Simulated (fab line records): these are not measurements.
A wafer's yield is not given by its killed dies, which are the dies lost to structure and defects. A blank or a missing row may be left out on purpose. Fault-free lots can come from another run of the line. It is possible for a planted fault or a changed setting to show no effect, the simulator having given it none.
Chamber matching    flow sky130    SKY_VIA2_CMP_02 on cmp-01 has 4 sister chambers
The step polishes SiO2. 4 wafers are shown with their chamber, then 8 later ones without.

EACH WAFER AND ITS CHAMBER
wafer   chamber  motor_current_A (A)
L883.4  0        14.5
L885.3  1        12.8
L893.6  2        12.7
L894.1  3        11.3

WAFERS MISSING THEIR CHAMBER
wafer   motor_current_A (A)
L894.4  12.3
L894.5  16.1
L895.3  14.4
L895.4  11.3
L895.5  12.5
L899.1  11.3
L899.2  15.3
L899.5  11.6

EACH ONE'S CHAMBER
wafer   from the rows above           in truth
L894.4  can't be placed: 2 or 1 or 3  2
L894.5  0                             0
L895.3  0                             0
L895.4  3                             3
L895.5  can't be placed: 2 or 1 or 3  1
L899.1  3                             3
L899.2  0                             0
L899.5  can't be placed: 3 or 2 or 1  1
Correct placement for 5 of the 8. These rows do not allow placing 3 (true chamber among the candidates in 3). Number placed wrongly: 0.
How it was worked out, from the rows above alone: a wafer's distance from a chamber is the root of the sum, over the readings, of the square of ((its reading less the chamber's mean) divided by the reading's scatter). If the next closest chamber is less than 2 further off than the closest, the wafer can't be placed; otherwise it belongs to the closest. For every chamber, the mean is computed from those of its wafers that are shown. The scatter: with one shown wafer a chamber, the root of the mean of the squares of how far each hidden wafer lies from its nearest shown one.
